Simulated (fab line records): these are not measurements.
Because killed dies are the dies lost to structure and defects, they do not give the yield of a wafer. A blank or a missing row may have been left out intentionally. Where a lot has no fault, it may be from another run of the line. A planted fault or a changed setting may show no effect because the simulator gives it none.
A struck lot beside a sound one + flow sky130 + 16 steps out of a route of 708
Sound: these wafers, L966.3, L966.5, L966.6. The struck wafers were L977.3, L977.4, L977.6. The cause is given at the end.
Each step with rows lists, per side, the tool, then ch with its chambers, then its first start. Under that, the readings that differ: sound wafers + struck wafers + difference of the means + sigmas: that difference in standard deviations of wafers without a fault.
alike: same words and numbers on both sides, and readings whose means sit less than 2 such deviations apart. not compared: any withheld reading, any reading some wafer has no value for, any bound like >300 that may hide the same value, and any number with overlapping values for which the record gives no deviation.
Wherever a step has rows on one side only, a row that says differs or no value, or a row with sigmas, the two part there. Numbers that have no deviation but don't overlap get no sigmas and don't part them. Lack of a reading on every wafer of one side parts them only where that side has two or more wafers.

first, 3 steps without rows for these wafers: SKY_FIELD_ISO_EXPOSE_10 (exposes mask FOM, target cd 150 nm); SKY_FIELD_ISO_PEB_11; SKY_FIELD_ISO_DEVELOP_12 (develop time 60 s).
SKY_FIELD_ISO_CD_MEAS_13: target cd 150 nm.
  sound: cd-sem-01 at day 2 14:05; struck: cd-sem-01 at day 5 01:04
| reading    | sound             | struck            | difference | sigmas |
|------------|-------------------|-------------------|------------|--------|
| cd-nm (nm) | 152.7 151.2 152.1 | 149.6 147.2 147.3 | -4.0       | -3     |
SKY_FIELD_ISO_ETCH_14: etches BARC in N2/H2, stops on SiO2, time 45.9 s, target depth 60 nm.
  sound on rie-diel-03 ch 0,3, day 2 14:10; struck on rie-diel-01 ch 0,2, day 5 01:08
  alike: drypump-motor-current-A, oes-product-au, throttle-valve-pct
  not compared: rf-hours-counter-h
SKY_FIELD_ISO_ETCH_15: etches the open film in CHF3/O2, stops on Si, target depth 180 nm, time 72 s.
  sound on rie-diel-03 ch 0,3, day 2 14:12; struck on rie-diel-01 ch 0,2, day 5 01:11
  alike: O2_flow_sccm, drypump-motor-current-A, oes-product-au, throttle-valve-pct
  not compared: rf-hours-counter-h
SKY_FIELD_ISO_STRIP_16: strips in O2/N2.
  sound on plasma-asher-02 ch 0,1, day 2 14:17; struck on plasma-asher-02 ch 0,1, day 5 01:17
  alike: drypump-motor-current-A, oes-product-au, strip-time-to-endpoint-s
  not compared: rf-hours-counter-h
SKY_FIELD_ISO_ETCH_17: etches Si in HBr/Cl2/O2, target depth 342 nm, time 97.7 s.
  sound on rie-si-02 ch 0,1,3, day 2 14:22; struck on rie-si-01 ch 0,3, day 5 01:20
  alike: HBr_flow_sccm, O2_flow_sccm, drypump-motor-current-A, oes-product-au, throttle-valve-pct
  not compared: rf-hours-counter-h
then, 4 steps without rows for these wafers: SKY_FIELD_ISO_WET_ETCH_18 (etches Si3N4 in H3PO4, target depth 25 nm, time 286 s); SKY_FIELD_ISO_CLEAN_19 (cleans in SC1/SC2, time 150 s); SKY_FIELD_ISO_CLEAN_20 (cleans in dHF, time 20 s); SKY_FIELD_ISO_WET_ETCH_21 (etches SiO2 in dHF, target depth 20 nm, time 400 s).
SKY_FIELD_ISO_OXIDATION_22: stabilise 600 s, purge 300 s, target thk 10 nm.
  sound on furnace-02 ch 0, day 2 19:41; struck on furnace-01 ch 0, day 5 02:05
| reading                                          | sound                | struck               | difference | sigmas      |
|--------------------------------------------------|----------------------|----------------------|------------|-------------|
| spike-tc-bottom-C (C)                            | 967.9 969.9 969.1    | 1011.6 1012.3 1013.3 | +43.4      | +36         |
| spike-tc-centre-C (C)                            | 949.6 950.4 948.6    | 996.5 996.3 996.2    | +46.8      | +36         |
| spike-tc-lower-C (C)                             | 949.1 949.4 950.3    | 993.8 992.8 992.7    | +43.5      | +40         |
| spike-tc-top-C (C)                               | 955 955 955          | 1008 1009 1010       | +54        | +11         |
| spike-tc-upper-C (C)                             | 952.4 952.1 952.0    | 993.9 993.6 995.6    | +42.2      | +32         |
| tube-center-temp-C (C)                           | 949.91 949.87 949.98 | 994.62 994.74 994.64 | +44.75     | +99 or more |
| tube_center_temp_C_max                           | 952.1 951.8 952.1    | 997.2 997.0 997.1    | +45.1      | +99 or more |
| zone-power-centre-pct (%)                        | 21.23 21.38 21.58    | 23.93 23.59 23.88    | +2.40      | +11         |
| zone-power-lower-pct (%)                         | 20.0 19.8 19.9       | 23.4 23.3 23.4       | +3.5       | +5          |
| zone-power-top-pct (%)                           | 35.7 35.8 35.9       | 38.3 38.0 38.3       | +2.4       | +6          |
| model.SiO2_of_FIELD_ISO_OXIDATION_22.thk-nm (nm) | 9.825 9.734 9.707    | 16.62 16.76 16.66    | +6.92      |             |
SKY_FIELD_ISO_THK_MEAS_23:
  sound: film-metro-03 at day 2 20:53; struck: film-metro-02 at day 5 03:17
| reading                         | sound          | struck            | difference | sigmas |
|---------------------------------|----------------|-------------------|------------|--------|
| FIELD_ISO_OXIDATION_01_THK (nm) | 9.87 9.81 9.73 | 16.63 16.75 16.62 | +6.86      | +33    |
then, 1 step without rows for these wafers: SKY_FIELD_ISO_CVD_24 (deposits SiO2, target thk 595 nm, time 99.2 s).
-- a jump in the record: the struck wafers' starts before and after are 44 days apart (it breaks off in module FIELD_ISO and resumes in module PAD_OPEN, where the first step shown is number 708 of the route) --
SKY_PAD_OPEN_PROBE_99:
  sound: prober-01 at day 46 07:08; struck: prober-02 at day 49 01:50
| reading                                          | sound                | struck               | difference | sigmas |
|--------------------------------------------------|----------------------|----------------------|------------|--------|
| killed-at-front-end                              | 16 10 14             | 26 24 20             | +10        | +2     |
| model.etest.sram-nfet-pass.off-log10-a-um        | -12.61 -12.42 -12.57 | -13.24 -13.26 -12.93 | -0.61      |        |
| model.etest.diode-pdiff-fingers.leak-log10-a-cm2 | -6.392 -6.324 -6.297 | -6.878 -6.974 -7.062 | -0.634     |        |
| model.etest.diode-ndiff-fingers.leak-log10-a-cm2 | -6.444 -6.726 -6.414 | -6.76 -6.97 -6.897   | -0.35      |        |
| model.etest.sram-nfet-pass.vt-sat-v (V)          | 0.5535 0.5406 0.5643 | 0.6032 0.61 0.5758   | +0.0435    |        |
  alike: killed_at_M0_to_M3, killed_at_M4_up, killed-at-contacts, killed-at-other, killed-dies, killed-open, killed-short
  not compared: model.etest.sram-nfet-pass.vt-v

== WHERE THEY PART ==
First at SKY_FIELD_ISO_CD_MEAS_13; last, within this record, at SKY_PAD_OPEN_PROBE_99.

WHY: whatever the simulator had introduced
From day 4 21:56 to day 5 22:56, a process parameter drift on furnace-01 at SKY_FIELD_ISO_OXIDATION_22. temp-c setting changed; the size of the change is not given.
